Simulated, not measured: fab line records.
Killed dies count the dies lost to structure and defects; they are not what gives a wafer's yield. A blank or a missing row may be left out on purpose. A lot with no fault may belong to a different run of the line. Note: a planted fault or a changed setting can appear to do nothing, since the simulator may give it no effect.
Tool commonality check || flow sky130 || 48 wafers sampled across 14 lots

## WHY IT WAS OPENED
At SKY_POLY_GATE_THK_MEAS_01 the reading POLY_GATE_CVD_00_THK is flagged on 2 of 14 lots. Fault-free wafers read 179.7 nm, with a standard deviation of 1.9.
Rule: flag the lot when none of its wafers has a number, or when each of its wafers that has one lies beyond 4 standard deviations from that mean. The other lots count as sound.

{"lot": "L144", "measured": "day 13 23:04", "on": "film-metro-03", "POLY_GATE_CVD_00_THK (nm), wafer by wafer": "178.4 177.9 178.7", "flag": ""}
{"lot": "L146", "measured": "day 14 12:28", "on": "film-metro-04", "POLY_GATE_CVD_00_THK (nm), wafer by wafer": "174.6 175.9 176.5", "flag": ""}
{"lot": "L147", "measured": "day 15 05:37", "on": "film-metro-01", "POLY_GATE_CVD_00_THK (nm), wafer by wafer": "174.3 177.3 176.0", "flag": ""}
{"lot": "L150", "measured": "day 16 05:38", "on": "film-metro-03", "POLY_GATE_CVD_00_THK (nm), wafer by wafer": "178.1 178.5 179.0", "flag": ""}
{"lot": "L151", "measured": "day 16 15:09", "on": "film-metro-01", "POLY_GATE_CVD_00_THK (nm), wafer by wafer": "178.9 179.8 179.0", "flag": ""}
{"lot": "L152", "measured": "day 16 20:31", "on": "film-metro-04", "POLY_GATE_CVD_00_THK (nm), wafer by wafer": "180.8 181.1 182.3", "flag": ""}
{"lot": "L153", "measured": "day 17 02:47", "on": "film-metro-04", "POLY_GATE_CVD_00_THK (nm), wafer by wafer": "180.9 180.8 180.2", "flag": ""}
{"lot": "L154", "measured": "day 17 11:32", "on": "film-metro-01", "POLY_GATE_CVD_00_THK (nm), wafer by wafer": "177.3 177.9 176.8", "flag": ""}
{"lot": "L155", "measured": "day 17 23:32", "on": "film-metro-01", "POLY_GATE_CVD_00_THK (nm), wafer by wafer": "181.0 181.2 179.8", "flag": ""}
{"lot": "L157", "measured": "day 18 12:19", "on": "film-metro-04", "POLY_GATE_CVD_00_THK (nm), wafer by wafer": "182.5 180.9 180.7", "flag": ""}
{"lot": "L158", "measured": "day 18 18:39", "on": "film-metro-03", "POLY_GATE_CVD_00_THK (nm), wafer by wafer": "180.3 179.6 178.6", "flag": ""}
{"lot": "L159", "measured": "day 19 06:06", "on": "film-metro-01", "POLY_GATE_CVD_00_THK (nm), wafer by wafer": "195.6 197.2 195.6 195.5 197.5 195.4", "flag": "FLAGGED"}
{"lot": "L160", "measured": "day 19 09:25", "on": "film-metro-03", "POLY_GATE_CVD_00_THK (nm), wafer by wafer": "195.5 195.3 196.8 195.6 195.2 196.7", "flag": "FLAGGED"}
{"lot": "L167", "measured": "day 22 01:05", "on": "film-metro-03", "POLY_GATE_CVD_00_THK (nm), wafer by wafer": "179.9 179.8 179.9", "flag": ""}
Average over the flagged lots: 196.0 nm; offset from the usual +16.3 nm, equal to +9 standard deviations.

## TOOL THAT RAN EACH LOT
The record holds 1 process step before the reading, out of a route of 708 steps. Each cell gives the tool, then ch followed by the chambers the sampled wafers passed through, then the start.
{"lot": "L144", "flag": "", "SKY_POLY_GATE_CVD_00": "lpcvd-01 ch 1, day 13 21:52"}
{"lot": "L146", "flag": "", "SKY_POLY_GATE_CVD_00": "lpcvd-01 ch 1, day 14 10:38"}
{"lot": "L147", "flag": "", "SKY_POLY_GATE_CVD_00": "lpcvd-01 ch 0, day 15 04:24"}
{"lot": "L150", "flag": "", "SKY_POLY_GATE_CVD_00": "lpcvd-01 ch 1, day 16 04:25"}
{"lot": "L151", "flag": "", "SKY_POLY_GATE_CVD_00": "lpcvd-01 ch 0, day 16 13:21"}
{"lot": "L152", "flag": "", "SKY_POLY_GATE_CVD_00": "lpcvd-01 ch 0, day 16 19:18"}
{"lot": "L153", "flag": "", "SKY_POLY_GATE_CVD_00": "lpcvd-01 ch 0, day 17 01:34"}
{"lot": "L154", "flag": "", "SKY_POLY_GATE_CVD_00": "lpcvd-01 ch 0, day 17 10:20"}
{"lot": "L155", "flag": "", "SKY_POLY_GATE_CVD_00": "lpcvd-01 ch 1, day 17 22:19"}
{"lot": "L157", "flag": "", "SKY_POLY_GATE_CVD_00": "lpcvd-01 ch 1, day 18 11:07"}
{"lot": "L158", "flag": "", "SKY_POLY_GATE_CVD_00": "lpcvd-01 ch 1, day 18 16:50"}
{"lot": "L159", "flag": "FLAGGED", "SKY_POLY_GATE_CVD_00": "lpcvd-01 ch 1, day 19 04:54"}
{"lot": "L160", "flag": "FLAGGED", "SKY_POLY_GATE_CVD_00": "lpcvd-01 ch 1, day 19 08:13"}
{"lot": "L167", "flag": "", "SKY_POLY_GATE_CVD_00": "lpcvd-01 ch 1, day 21 23:53"}
What the steps here do:
- SKY_POLY_GATE_CVD_00: deposits poly-Si, target thk 180 nm, time 720 s.
- SKY_POLY_GATE_THK_MEAS_01

## FLAGGED AGAINST TOTAL, ONE TOOL AT A TIME (gauges that did the reading follow at the end)
{"step": "SKY_POLY_GATE_CVD_00", "tool": "lpcvd-01", "lots run": 14, "flagged": 2, "share of the flagged lots": "all", "sound lots run after its first flagged lot": "1 (L167)"}
{"step": "SKY_POLY_GATE_THK_MEAS_01", "tool": "film-metro-01", "lots run": 5, "flagged": 1, "share of the flagged lots": "some", "sound lots run after its first flagged lot": 0}
{"step": "SKY_POLY_GATE_THK_MEAS_01", "tool": "film-metro-03", "lots run": 5, "flagged": 1, "share of the flagged lots": "some", "sound lots run after its first flagged lot": "1 (L167)"}
{"step": "SKY_POLY_GATE_THK_MEAS_01", "tool": "film-metro-04", "lots run": 4, "flagged": 0, "share of the flagged lots": "none", "sound lots run after its first flagged lot": "-"}

## WHAT IS ALLOWED BY THE TABLE
All flagged lots share 1 row of the table, namely lpcvd-01 at SKY_POLY_GATE_CVD_00.
- lpcvd-01 at SKY_POLY_GATE_CVD_00: 2 of its 14 lots flagged. Sound lots ran on it after the first flagged one (L167), which a lasting fault on the whole tool wouldn't allow. Its own readings (susceptor-temp-C) fall more than 4 standard deviations out on all wafers of the flagged lots.
There is no row in the table that ran each flagged lot and no sound lot after the first.

## WHAT THE SIMULATOR HAD PUT IN
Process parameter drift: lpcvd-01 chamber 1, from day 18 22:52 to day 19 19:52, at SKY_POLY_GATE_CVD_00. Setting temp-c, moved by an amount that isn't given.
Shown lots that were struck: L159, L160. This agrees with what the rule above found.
